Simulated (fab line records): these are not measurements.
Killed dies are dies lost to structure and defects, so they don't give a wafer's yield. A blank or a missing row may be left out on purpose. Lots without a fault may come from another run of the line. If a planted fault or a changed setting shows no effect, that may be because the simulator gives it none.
fab line records	flow sky130
record: lots: 12	wafers: 36	lastDay: 50
route steps=708 shown VT_ADJUST_HVTP@93 SONOS_ONO@172 GATE_OXIDE@189
lots that met no fault: taken from a fault-free run of the same line
startH: start of the lot's first displayed wafer, in hours after the record's first day	waitH: time in hours since the lot's previous step	" identical to the entry in the row above	L1.1+2: several wafers, shown together as one row	- value missing, or start not given	* or withheld: withheld	< > ~ a bound
route shown NAME@n: NAME is a module with steps in the file, n the number in the route of the first one	usual: mean/standard deviation of fault-free wafers	same: alike in all rows	chamber/n: place in a boat	sites: per-site readings	_std_site: standard deviation across them	_edge_site: the outer-site mean with the inner-site mean subtracted	radiusMm: how far each site lies from the wafer's centre	mask NAME#n: copy n	behind: the most recent tool/chamber to have shaped the wafer	hold: cause of the lot's hold/its duration in hours/its outcome	device: the transistor (n, p or np) that didn't switch	end of line: the tests these same wafers got at the end of their route	step lacking rows: just its recipe	killed: dies lost to structure and defects at the first sort, not the wafer's yield	map: a wafer's dies, marking killed ones x, the rest . and places with no die _
set.NAME: setting as actually run; set.NAME@STEP: the setting as run at that earlier step	model.NAME: the simulator's own value behind a step, which no gauge read
the route's steps for a sample of lots (tables are steps, rows are wafers)
services: when a tool's chamber went out of use (startH, in hours from the record's first day, below 0 if earlier), for how many hours, and the reason
== steps ==
step: SKY_VT_ADJUST_HVTP_OVL_MEAS_08
usual: VT_ADJUST_HVTP_OVL: -0.5/1.4
lot.wafer	tool	chamber	startH	waitH	VT_ADJUST_HVTP_OVL[nm]
L853.1	overlay-01	-	122.39	0.1	-1.1
L853.4	"	-	"	"	-1.8
L853.5	"	-	"	"	1.2
L854.1	overlay-01	-	128.49	0.1	-1.6
L854.5	"	-	"	"	1.1
L854.6	"	-	"	"	-0.6
L855.4	overlay-02	-	132.23	0.1	1.1
L855.5	"	-	"	"	-0.2
L855.6	"	-	"	"	1.8
L857.3	overlay-01	-	144.61	0.1	-0.1
L857.5	"	-	"	"	1.8
L857.6	"	-	"	"	0.6
L858.1	overlay-02	-	152.96	0.1	-1.5
L858.2	"	-	"	"	-2.4
L858.5	"	-	"	"	-2.7
L859.3	overlay-01	-	158.89	0.1	1.4
L859.4	"	-	"	"	2.3
L859.5	"	-	"	"	0.7
L861.2	overlay-02	-	172.46	0.1	-1.8
L861.3	"	-	"	"	-1.2
L861.6	"	-	"	"	-0.4
L864.1	overlay-02	-	192.74	0.1	1.1
L864.2	"	-	"	"	1.5
L864.3	"	-	"	"	1.9
L873.1	overlay-02	-	251.28	0.1	-0.3
L873.3	"	-	"	"	0.7
L873.5	"	-	"	"	0.5
L874.1	overlay-02	-	258.06	0.1	-2.4
L874.3	"	-	"	"	0.1
L874.6	"	-	"	"	-1.0
L875.2	overlay-02	-	264.23	0.1	-2.9
L875.4	"	-	"	"	-2.0
L875.6	"	-	"	"	-1.8
L876.1	overlay-01	-	266.08	0.1	0.2
L876.3	"	-	"	"	-2.5
L876.6	"	-	"	"	-0.9
step: SKY_SONOS_ONO_CVD_04
recipe: material: SiO2	precursor: SiH4/N2O	targetThkNm: 5.7199	tempC: 900	pressureMtorr: 400
usual: pressureMtorr: 400.0/0.82	spikeTcBottomC: 920.7/1.3	spikeTcTopC: 909.4/1	spikeTcUpperC: 900.1/1.1	zonePowerBottomPct: 23.2/0.63	zonePowerTopPct: 32.2/1.3
lot.wafer	tool	chamber	startH	waitH	pressureMtorr	spikeTcBottomC	spikeTcTopC	spikeTcUpperC	zonePowerBottomPct	zonePowerTopPct
L853.1	lpcvd-03	1	252.83	0.1	401.2	920.9	909.7	900.0	23.8	33.7
L853.4	"	1	"	"	401.1	922.2	908.1	900.7	24.1	33.6
L853.5	"	1	"	"	400.9	921.8	907.5	900.9	24.0	33.2
L854.1	lpcvd-03	1	259.94	0.1	401.2	921.1	909.3	900.7	23.7	33.8
L854.5	"	1	"	"	400.9	920.8	910.0	902.6	24.1	33.4
L854.6	"	1	"	"	400.5	921.7	910.7	900.6	24.0	33.6
L855.4	lpcvd-03	0	266.19	0.0	399.4	922.4	911.0	898.8	22.4	30.8
L855.5	"	0	"	"	399.9	919.6	908.5	899.7	22.5	30.9
L855.6	"	0	"	"	399.7	919.9	910.1	898.5	22.7	31.4
L857.3	lpcvd-03	0	282.40	0.0	398.2	919.5	909.6	897.2	22.8	31.3
L857.5	"	0	"	"	399.3	917.3	909.0	899.4	22.8	31.0
L857.6	"	0	"	"	399.2	919.8	911.1	899.9	22.8	30.5
L858.1	lpcvd-03	1	292.94	0.1	400.2	922.9	909.6	900.3	24.0	33.1
L858.2	"	1	"	"	399.2	921.2	908.7	900.7	24.0	33.2
L858.5	"	1	"	"	400.0	921.1	909.3	901.6	23.5	34.1
L859.3	lpcvd-03	0	319.76	0.0	400.2	920.5	908.6	898.0	22.5	30.4
L859.4	"	0	"	"	400.6	919.4	909.3	898.7	23.1	31.2
L859.5	"	0	"	"	401.8	921.0	908.6	899.4	22.6	30.6
L861.2	lpcvd-03	0	319.76	0.0	400.7	918.1	908.6	899.4	22.3	31.1
L861.3	"	0	"	"	401.3	920.2	908.1	899.4	22.8	31.2
L861.6	"	0	"	"	401.1	921.2	909.4	900.5	22.9	31.3
L864.1	lpcvd-03	0	341.30	0.1	400.5	920.2	909.2	898.3	22.7	31.1
L864.2	"	0	"	"	399.9	919.5	908.1	902.0	22.4	31.0
L864.3	"	0	"	"	400.8	919.4	910.8	900.4	22.8	30.6
L873.1	lpcvd-03	1	415.37	0.1	398.5	922.3	910.2	901.2	23.8	33.3
L873.3	"	1	"	"	400.3	922.2	909.7	899.3	23.7	33.7
L873.5	"	1	"	"	398.2	920.3	910.8	901.1	23.8	33.7
L874.1	lpcvd-03	0	423.08	0.1	399.9	919.0	911.4	898.8	22.9	31.0
L874.3	"	0	"	"	399.8	920.8	910.0	899.2	23.0	31.4
L874.6	"	0	"	"	399.9	919.5	907.4	898.3	22.5	32.0
L875.2	lpcvd-03	1	427.77	0.0	399.6	922.1	910.0	899.1	23.7	33.2
L875.4	"	1	"	"	400.4	922.8	911.8	899.6	24.3	33.8
L875.6	"	1	"	"	400.5	920.4	909.0	900.3	23.8	32.4
L876.1	lpcvd-03	1	431.13	0.1	399.3	921.7	910.3	899.2	23.5	33.7
L876.3	"	1	"	"	400.9	923.4	910.9	901.1	24.1	33.1
L876.6	"	1	"	"	401.3	921.0	908.5	900.3	23.6	33.5
step: SKY_SONOS_ONO_THK_MEAS_05
recipe: reads: SiO2_of_SONOS_ONO_CVD_04
usual: SONOS_ONO_CVD_04_THK: 5.78/0.11
lot.wafer	tool	chamber	startH	waitH	SONOS_ONO_CVD_04_THK[nm]
L853.1	filmMetro-03	-	254.08	0.0	5.82
L853.4	"	-	"	"	5.89
L853.5	"	-	"	"	5.82
L854.1	filmMetro-01	-	261.19	0.0	5.92
L854.5	"	-	"	"	6.00
L854.6	"	-	"	"	5.88
L855.4	filmMetro-01	-	267.47	0.0	5.88
L855.5	"	-	"	"	5.85
L855.6	"	-	"	"	5.84
L857.3	filmMetro-04	-	283.67	0.0	5.60
L857.5	"	-	"	"	5.67
L857.6	"	-	"	"	5.60
L858.1	filmMetro-04	-	294.19	0.0	5.84
L858.2	"	-	"	"	5.75
L858.5	"	-	"	"	5.75
L861.2	filmMetro-01	-	321.02	0.0	5.69
L861.3	"	-	"	"	5.77
L861.6	"	-	"	"	5.87
L859.3	filmMetro-04	-	321.03	0.0	5.86
L859.4	"	-	"	"	5.74
L859.5	"	-	"	"	5.73
L864.1	filmMetro-03	-	343.18	0.0	9.60
L864.2	"	-	"	"	9.60
L864.3	"	-	"	"	9.62
L873.1	filmMetro-03	-	416.62	0.0	5.80
L873.3	"	-	"	"	5.84
L873.5	"	-	"	"	5.78
L874.1	filmMetro-03	-	424.95	0.0	5.63
L874.3	"	-	"	"	5.62
L874.6	"	-	"	"	5.68
L875.2	filmMetro-04	-	429.03	0.0	5.83
L875.4	"	-	"	"	5.73
L875.6	"	-	"	"	5.77
L876.1	filmMetro-04	-	432.38	0.0	5.72
L876.3	"	-	"	"	5.67
L876.6	"	-	"	"	5.71
step: SKY_GATE_OXIDE_THK_MEAS_02
recipe: reads: SiO2_of_GATE_OXIDE_OXIDATION_01
usual: GATE_OXIDE_OXIDATION_00_THK: 10.31/0.16
lot.wafer	tool	chamber	startH	waitH	GATE_OXIDE_OXIDATION_00_THK[nm]
L853.1	filmMetro-01	-	279.76	0.0	10.35
L853.4	"	-	"	"	10.43
L853.5	"	-	"	"	10.19
L854.1	filmMetro-01	-	288.63	0.0	10.75
L854.5	"	-	"	"	10.70
L854.6	"	-	"	"	10.72
L855.4	filmMetro-01	-	293.04	0.0	10.13
L855.5	"	-	"	"	10.31
L855.6	"	-	"	"	10.19
L857.3	filmMetro-02	-	311.64	0.0	10.25
L857.5	"	-	"	"	10.47
L857.6	"	-	"	"	10.39
L858.1	filmMetro-02	-	321.76	0.0	10.30
L858.2	"	-	"	"	10.49
L858.5	"	-	"	"	10.58
L859.3	filmMetro-02	-	350.28	0.0	10.48
L859.4	"	-	"	"	10.29
L859.5	"	-	"	"	10.49
L861.2	filmMetro-03	-	351.68	0.0	10.36
L861.3	"	-	"	"	10.25
L861.6	"	-	"	"	10.10
L864.1	filmMetro-02	-	373.82	0.0	10.35
L864.2	"	-	"	"	10.22
L864.3	"	-	"	"	10.52
L873.1	filmMetro-03	-	452.53	0.0	10.22
L873.3	"	-	"	"	10.16
L873.5	"	-	"	"	10.24
L874.1	filmMetro-03	-	464.81	0.0	10.30
L874.3	"	-	"	"	10.31
L874.6	"	-	"	"	10.25
L875.2	filmMetro-02	-	464.82	0.0	9.98
L875.4	"	-	"	"	10.08
L875.6	"	-	"	"	9.97
L876.1	filmMetro-03	-	464.87	0.1	10.25
L876.3	"	-	"	"	10.34
L876.6	"	-	"	"	10.41
step: SKY_GATE_OXIDE_STRIP_13
recipe: chemistry: O2/N2	powerW: 1400	pressureMtorr: 1500	platenTempC: withheld	o2FlowSccm: 3000	n2FlowSccm: 300	overashFraction: 0.5
usual: drypumpMotorCurrentA: 5.8/0.34	oesProductAu: 0.717/0.0043	stripTimeToEndpointS: 14.18/0.04
same: overashFraction: 0.5
lot.wafer	tool	chamber	startH	waitH	drypumpMotorCurrentA	oesProductAu	rfHoursCounterH	stripTimeToEndpointS
L853.1	plasmaAsher-04	1	305.44	0.0	6.2	0.708	18	14.19
L853.4	"	1	"	"	6.2	0.716	-	14.16
L853.5	"	1	"	"	6.2	0.713	-	14.21
L854.1	plasmaAsher-02	1	313.68	0.0	5.1	0.721	62	14.18
L854.5	"	1	"	"	5.1	0.719	-	14.18
L854.6	"	0	"	"	5.9	0.718	-	14.19
L855.4	plasmaAsher-04	1	317.98	0.0	6.2	0.721	-	14.21
L855.5	"	1	"	"	6.2	0.714	-	14.16
L855.6	"	0	"	"	5.8	0.714	-	14.19
L857.3	plasmaAsher-02	1	337.15	0.0	5.1	0.714	-	14.22
L857.5	"	0	"	"	5.9	0.714	-	14.13
L857.6	"	1	"	"	5.1	0.722	-	14.19
L858.1	plasmaAsher-03	1	349.33	0.0	5.5	0.715	66	14.21
L858.2	"	0	"	"	5.7	0.711	66	14.18
L858.5	"	1	"	"	5.5	0.711	-	14.20
L859.3	plasmaAsher-04	1	377.48	0.0	6.2	0.714	-	14.09
L859.4	"	0	"	"	5.8	0.715	-	14.10
L859.5	"	1	"	"	6.2	0.719	-	14.10
L861.2	plasmaAsher-04	0	378.69	0.0	5.8	0.714	25	14.15
L861.3	"	1	"	"	6.2	0.725	-	14.21
L861.6	"	0	"	"	5.8	0.719	-	14.19
L864.1	plasmaAsher-02	0	402.10	0.0	5.9	0.712	71	14.11
L864.2	"	1	"	"	5.1	0.721	71	14.14
L864.3	"	0	"	"	5.9	0.706	-	14.14
L873.1	plasmaAsher-04	0	482.08	0.0	5.8	0.719	36	14.15
L873.3	"	1	"	"	6.2	0.720	-	14.14
L873.5	"	1	"	"	6.2	0.717	-	14.18
L874.1	plasmaAsher-02	0	494.39	0.0	5.9	0.723	7	14.15
L874.3	"	1	"	"	5.1	0.723	-	14.18
L874.6	"	1	"	"	5.1	0.714	-	14.16
L875.2	plasmaAsher-04	0	494.67	0.0	5.8	0.725	37	14.24
L875.4	"	1	"	"	6.2	0.717	-	14.27
L875.6	"	1	"	"	6.2	0.717	-	14.26
L876.1	plasmaAsher-02	0	494.69	0.0	5.8	0.712	7	14.20
L876.3	"	1	"	"	5.1	0.714	-	14.18
L876.6	"	1	"	"	5.1	0.717	-	14.21
== services ==
tool	chamber	startH	hours	kind
plasmaAsher-04	-	260.32	7.4	repair
plasmaAsher-04	-	287.19	1.5	repair
plasmaAsher-02	-	377.76	0.6	repair
plasmaAsher-02	-	421.25	9.0	pm
plasmaAsher-02	0	421.25	9.0	ventCycle
plasmaAsher-02	1	421.25	9.0	ventCycle
plasmaAsher-02	0	430.25	-	clean
plasmaAsher-02	1	430.25	-	clean
plasmaAsher-02	-	433.32	1.2	repair
plasmaAsher-03	-	468.31	28.1	pm
== key ==
firstSign: step: SKY_SONOS_ONO_THK_MEAS_05	reading: SONOS_ONO_CVD_04_THK	direction: up	sigmas: 35	usual: 5.78	struck: 9.61
effect none on later readings
metAt SKY_SONOS_ONO_CVD_04
struckLots L864
struckWafers L864.1,L864.2,L864.3
testerLeftOut L864
notActingAt SKY_VT_ADJUST_HVTP_OVL_MEAS_08,SKY_GATE_OXIDE_THK_MEAS_02,SKY_GATE_OXIDE_STRIP_13
onsetBetween 319.76 341.30
fault: kind: processParameterDrift	tool: lpcvd-03	chamber: 0	onsetH: 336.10	steps: SKY_SONOS_ONO_CVD_04	channel: targetThkNm	offset: 4.0094	shape: step	endH: 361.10	stated: 5.7199
testerLeftOut: of these lots the tester's yield and bins aren't shown, on N5 and GAA mostly nor the transistor test; their killed dies are dies lost to structure and defects alone, not to doping, threshold or leakage, so they don't give the yield
